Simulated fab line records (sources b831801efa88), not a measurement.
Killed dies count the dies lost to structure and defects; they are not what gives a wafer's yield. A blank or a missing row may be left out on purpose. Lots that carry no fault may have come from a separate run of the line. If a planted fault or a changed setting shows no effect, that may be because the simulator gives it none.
Which tool is to blame? -- flow gf180mcu -- 21 wafers from 7 lots sampled at 4 of the route's 602 steps

## WHAT THE GAUGES SHOWED, per wafer
GF_PASSIVATION_THK_MEAS_03.
lot,measured,on,PASSIVATION_CVD_02_THK (nm)
L604,day 28 08:22,film-metro-03,700 692 705
L606,day 29 02:47,film-metro-01,687 697 706
L610,day 30 07:46,film-metro-04,703 706 712
L612,day 30 21:01,film-metro-04,698 703 710
L614,day 31 15:02,film-metro-04,703 724 716
L616,day 32 01:58,film-metro-04,689 700 692
L621,day 33 01:23,film-metro-03,705 715 711

## WHICH TOOL RAN EACH LOT (tool, then ch and the chambers of the sampled wafers, then the start)
lot,GF_M3_STRIP_18,GF_V5_CVD_02,GF_V5_STRIP_18
L604,"wet-bench-01 ch 1, day 21 14:36","pecvd-04 ch 0,1, day 26 12:26","plasma-asher-03 ch 0,1, day 27 09:21"
L606,"wet-bench-01 ch 0, day 22 13:17","pecvd-01 ch 0,2, day 27 07:59","plasma-asher-01 ch 0,1, day 28 04:21"
L610,"wet-bench-02 ch 3, day 23 21:24","pecvd-01 ch 0,1,2, day 28 13:59","plasma-asher-03 ch 0,1, day 29 10:12"
L612,"wet-bench-03 ch 2, day 24 16:44","pecvd-04 ch 0,1, day 29 04:59","plasma-asher-03 ch 0,1, day 30 00:36"
L614,"wet-bench-03 ch 1, day 25 12:45","pecvd-04 ch 0,2, day 29 23:20","plasma-asher-01 ch 0,1, day 30 18:24"
L616,"wet-bench-03 ch 0, day 26 05:12","pecvd-02 ch 0,1,2, day 30 11:58","plasma-asher-03 ch 0,1, day 31 06:13"
L621,"wet-bench-02 ch 0, day 27 06:47","pecvd-02 ch 0,1,2, day 31 12:46","plasma-asher-01 ch 0,1, day 32 06:49"
- GF_M3_STRIP_18: strips in post etch residue remover, time 1200 s.
- GF_V5_CVD_02: deposits SiO2 from TEOS, target thk 1450 nm, time 163.28 s.
- GF_V5_STRIP_18: strips in O2/N2.

## THE ANSWER, worked out from the rows above alone
Rule: the usual values come from the lots themselves. The widest of any qualifying gaps counts: lots, ordered by their means at a reading, are off when they make up no more than a third of the lots, leave a main group of 4 or more, and stand apart from it by 3 or more times the standard deviation of that group's means. The tables above print the reading to a certain number of digits; a main group whose means all agree to those digits is not used. Also off: a lot with no number at a reading for which 4 or more lots have one. Where the step has rows for the other lots, those lots are counted as sound.
No lot is off at any reading shown: from this, nothing can be told.

## WHAT HAD BEEN PUT IN BY THE SIMULATOR
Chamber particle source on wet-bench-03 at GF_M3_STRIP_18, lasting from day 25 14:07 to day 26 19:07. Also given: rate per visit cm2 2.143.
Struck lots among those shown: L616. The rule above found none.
